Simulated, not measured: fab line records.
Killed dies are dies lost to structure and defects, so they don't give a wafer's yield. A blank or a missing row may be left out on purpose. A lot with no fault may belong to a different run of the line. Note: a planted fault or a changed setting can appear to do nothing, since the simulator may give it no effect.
Matching of chambers || flow sky130 || 4 sister chambers for SKY_VIA1_CMP_02 on cmp-01
The step polishes SiO2. 8 wafers are shown with their chamber, then 12 later ones without.

WAFERS PAIRED WITH THEIR CHAMBERS
{"wafer": "L081.1", "chamber": 1, "motor-current-A (A)": 10.4}
{"wafer": "L082.5", "chamber": 1, "motor-current-A (A)": 10.3}
{"wafer": "L082.6", "chamber": 2, "motor-current-A (A)": 14.1}
{"wafer": "L083.2", "chamber": 2, "motor-current-A (A)": 13.6}
{"wafer": "L083.6", "chamber": 3, "motor-current-A (A)": 11.2}
{"wafer": "L088.2", "chamber": 0, "motor-current-A (A)": 12.0}
{"wafer": "L088.4", "chamber": 3, "motor-current-A (A)": 11.6}
{"wafer": "L088.5", "chamber": 0, "motor-current-A (A)": 11.9}

WAFERS WHOSE CHAMBER IS MISSING
{"wafer": "L090.1", "motor-current-A (A)": 10.4}
{"wafer": "L090.3", "motor-current-A (A)": 12.3}
{"wafer": "L090.5", "motor-current-A (A)": 12.4}
{"wafer": "L093.3", "motor-current-A (A)": 13.8}
{"wafer": "L093.4", "motor-current-A (A)": 12.1}
{"wafer": "L093.5", "motor-current-A (A)": 10.3}
{"wafer": "L095.2", "motor-current-A (A)": 14.0}
{"wafer": "L095.5", "motor-current-A (A)": 10.4}
{"wafer": "L095.6", "motor-current-A (A)": 11.9}
{"wafer": "L097.1", "motor-current-A (A)": 10.5}
{"wafer": "L097.2", "motor-current-A (A)": 14.5}
{"wafer": "L097.4", "motor-current-A (A)": 11.8}

EACH ONE'S CHAMBER
{"wafer": "L090.1", "from the rows above": 1, "in truth": 1}
{"wafer": "L090.3", "from the rows above": 0, "in truth": 0}
{"wafer": "L090.5", "from the rows above": 0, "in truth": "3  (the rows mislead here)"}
{"wafer": "L093.3", "from the rows above": 2, "in truth": 2}
{"wafer": "L093.4", "from the rows above": 0, "in truth": 0}
{"wafer": "L093.5", "from the rows above": 1, "in truth": 1}
{"wafer": "L095.2", "from the rows above": 2, "in truth": 2}
{"wafer": "L095.5", "from the rows above": 1, "in truth": 1}
{"wafer": "L095.6", "from the rows above": "can't be placed: 0 or 3", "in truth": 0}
{"wafer": "L097.1", "from the rows above": 1, "in truth": 1}
{"wafer": "L097.2", "from the rows above": 2, "in truth": 2}
{"wafer": "L097.4", "from the rows above": "can't be placed: 0 or 3", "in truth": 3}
9 of 12 placed correctly. Can't be placed from these rows: 2 (the true chamber is among the candidates in 2). Number placed wrongly: 1.
How it was worked out, from the rows above alone: a wafer's distance from a chamber is the root of the sum, over the readings, of the square of ((its reading less the chamber's mean) divided by the reading's scatter). If the next closest chamber is less than 2 further off than the closest, the wafer can't be placed; otherwise it belongs to the closest. For every chamber, the mean is computed from those of its wafers that are shown. How the scatter is found: for the shown wafers, subtract from each reading the mean of its chamber, square and add these, divide the total by (wafers less chambers), then take the root.
